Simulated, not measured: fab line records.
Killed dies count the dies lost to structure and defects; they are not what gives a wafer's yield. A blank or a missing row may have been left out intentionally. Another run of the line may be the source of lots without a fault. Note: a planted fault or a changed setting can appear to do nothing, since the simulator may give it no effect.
Which tool was responsible? + flow sky130 + 12 lots with 36 wafers sampled at 4 steps, on a route of 708 steps

## WHAT EACH GAUGE READ, for each wafer
SKY_PASSIVATION_THK_MEAS_01. Usual: for PASSIVATION_CVD_00_THK the level is 90.1 nm and the standard deviation is 1.4.
| lot  | measured     | on           | PASSIVATION_CVD_00_THK (nm) | flag |
|------|--------------|--------------|-----------------------------|------|
| L299 | day 43 17:23 | filmMetro-04 | 89.1 90.3 90.6              |      |
| L300 | day 43 21:23 | filmMetro-01 | 87.9 91.1 92.0              |      |
| L301 | day 43 23:35 | filmMetro-04 | 89.5 87.0 90.7              |      |
| L302 | day 44 15:27 | filmMetro-04 | 90.2 88.4 88.3              |      |
| L303 | day 44 17:14 | filmMetro-02 | 87.4 87.8 89.5              |      |
| L304 | day 45 10:32 | filmMetro-04 | 88.4 89.8 89.9              |      |
| L305 | day 45 12:26 | filmMetro-01 | 88.5 89.4 91.3              |      |
| L307 | day 46 12:41 | filmMetro-04 | 88.6 90.3 90.9              |      |
| L309 | day 46 15:12 | filmMetro-04 | 90.3 91.3 92.1              |      |
| L312 | day 47 03:35 | filmMetro-04 | 88.8 89.9 91.9              |      |
| L317 | day 48 03:41 | filmMetro-01 | 92.1 91.5 92.5              |      |
| L319 | day 48 17:29 | filmMetro-04 | 89.2 91.1 90.5              |      |

## TOOL THAT RAN EACH LOT (tool first, then ch and the chambers of the sampled wafers, then the start)
| lot  | SKY_FIELD_ISO_WET_ETCH_18     | SKY_METAL4_SPUTTER_03       | SKY_VIA4_STRIP_13                   |
|------|-------------------------------|-----------------------------|-------------------------------------|
| L299 | wetBench-04 ch 3, day 2 06:17 | pvdSputter-01, day 39 15:10 | plasmaAsher-01 ch 0,1, day 42 16:02 |
| L300 | wetBench-03 ch 0, day 2 09:59 | pvdSputter-04, day 39 18:40 | plasmaAsher-01 ch 0,1, day 42 20:29 |
| L301 | wetBench-04 ch 0, day 2 15:40 | pvdSputter-01, day 39 20:47 | plasmaAsher-04 ch 0,1, day 42 22:32 |
| L302 | wetBench-04 ch 1, day 2 20:41 | pvdSputter-04, day 40 14:26 | plasmaAsher-01 ch 0,1, day 43 15:13 |
| L303 | wetBench-04 ch 2, day 3 02:31 | pvdSputter-04, day 40 16:15 | plasmaAsher-04 ch 0,1, day 43 16:08 |
| L304 | wetBench-04 ch 2, day 3 09:26 | pvdSputter-03, day 41 12:23 | plasmaAsher-02 ch 0,1, day 44 10:47 |
| L305 | wetBench-01 ch 0, day 3 12:46 | pvdSputter-03, day 41 13:43 | plasmaAsher-02 ch 0,1, day 44 13:00 |
| L307 | wetBench-03 ch 0, day 3 22:47 | pvdSputter-03, day 42 17:28 | plasmaAsher-01 ch 0,1, day 45 14:11 |
| L309 | wetBench-01 ch 2, day 4 09:07 | pvdSputter-01, day 42 19:59 | plasmaAsher-01 ch 0,1, day 45 16:41 |
| L312 | wetBench-01 ch 1, day 5 03:04 | pvdSputter-01, day 43 08:47 | plasmaAsher-01 ch 0,1, day 46 05:17 |
| L317 | wetBench-04 ch 0, day 6 02:26 | pvdSputter-01, day 44 12:32 | plasmaAsher-02 ch 0,1, day 47 05:20 |
| L319 | wetBench-03 ch 0, day 6 17:13 | pvdSputter-04, day 45 06:08 | plasmaAsher-04 ch 0,1, day 47 20:35 |
- SKY_FIELD_ISO_WET_ETCH_18: etches Si3N4 in H3PO4, target depth 25 nm, time 297.3 s.
- SKY_METAL4_SPUTTER_03: material Ti, target thk 5 nm, time 3.3 s.
- SKY_VIA4_STRIP_13: strips in O2/N2.

## WHAT THE TOOLS THEMSELVES READ (means of the sampled wafers that have a number; where no wafer has one, the mark that the record gives instead)
SKY_METAL4_SPUTTER_03. Usual: throttleValvePct reads 30.1 % (standard deviation 1.4).
| lot  | tool          | throttleValvePct (%) | flag |
|------|---------------|----------------------|------|
| L299 | pvdSputter-01 | 29.5                 |      |
| L300 | pvdSputter-04 | 30.7                 |      |
| L301 | pvdSputter-01 | 28.5                 |      |
| L302 | pvdSputter-04 | 30.3                 |      |
| L303 | pvdSputter-04 | 30.6                 |      |
| L304 | pvdSputter-03 | 30.1                 |      |
| L305 | pvdSputter-03 | 29.0                 |      |
| L307 | pvdSputter-03 | 30.3                 |      |
| L309 | pvdSputter-01 | 29.2                 |      |
| L312 | pvdSputter-01 | 28.6                 |      |
| L317 | pvdSputter-01 | 30.1                 |      |
| L319 | pvdSputter-04 | 30.1                 |      |

SKY_VIA4_STRIP_13. Usual: drypumpMotorCurrentA 5.6 A, standard deviation 0.66; n2FlowSccm 299.9 sccm, standard deviation 0.87; oesProductAu 0.709 a.u., standard deviation 0.0049; stripTimeToEndpointS 12.79 s, standard deviation 0.037.
| lot  | tool           | drypumpMotorCurrentA (A) | n2FlowSccm (sccm) | oesProductAu (a.u.) | stripTimeToEndpointS (s) | flag |
|------|----------------|--------------------------|-------------------|---------------------|--------------------------|------|
| L299 | plasmaAsher-01 | 5.5                      | 300.7             | 0.711               | 12.80                    |      |
| L300 | plasmaAsher-01 | 5.9                      | 300.0             | 0.710               | 12.81                    |      |
| L301 | plasmaAsher-04 | 6.0                      | 299.9             | 0.709               | 12.77                    |      |
| L302 | plasmaAsher-01 | 5.5                      | 299.6             | 0.709               | 12.78                    |      |
| L303 | plasmaAsher-04 | 5.4                      | 301.0             | 0.711               | 12.80                    |      |
| L304 | plasmaAsher-02 | 5.4                      | 299.7             | 0.711               | 12.80                    |      |
| L305 | plasmaAsher-02 | 5.4                      | 299.2             | 0.708               | 12.77                    |      |
| L307 | plasmaAsher-01 | 5.9                      | 300.2             | 0.711               | 12.80                    |      |
| L309 | plasmaAsher-01 | 5.6                      | 300.0             | 0.708               | 12.74                    |      |
| L312 | plasmaAsher-01 | 5.9                      | 300.1             | 0.707               | 12.73                    |      |
| L317 | plasmaAsher-02 | 5.4                      | 300.3             | 0.708               | 12.78                    |      |
| L319 | plasmaAsher-04 | 6.0                      | 299.4             | 0.716               | 12.80                    |      |

## THE ANSWER, worked out from the rows above alone
Rule: take the mean of a lot's wafers that have a number; if it is more than 3 standard deviations from the usual mean, the lot is off. Also off: a lot with no number at a reading for which 4 or more lots have one. Any other lot the step has rows for is counted as sound. The gauges are gone through in route order, then the tools' own readings, and for those a lot's mean is taken as printed above. At the first step where some lot is off, the reading lying furthest off is the one used; lots without a number count as furthest.
Nothing can be told from this: no lot is off at any reading shown.

## WHAT WAS PUT IN BY THE SIMULATOR
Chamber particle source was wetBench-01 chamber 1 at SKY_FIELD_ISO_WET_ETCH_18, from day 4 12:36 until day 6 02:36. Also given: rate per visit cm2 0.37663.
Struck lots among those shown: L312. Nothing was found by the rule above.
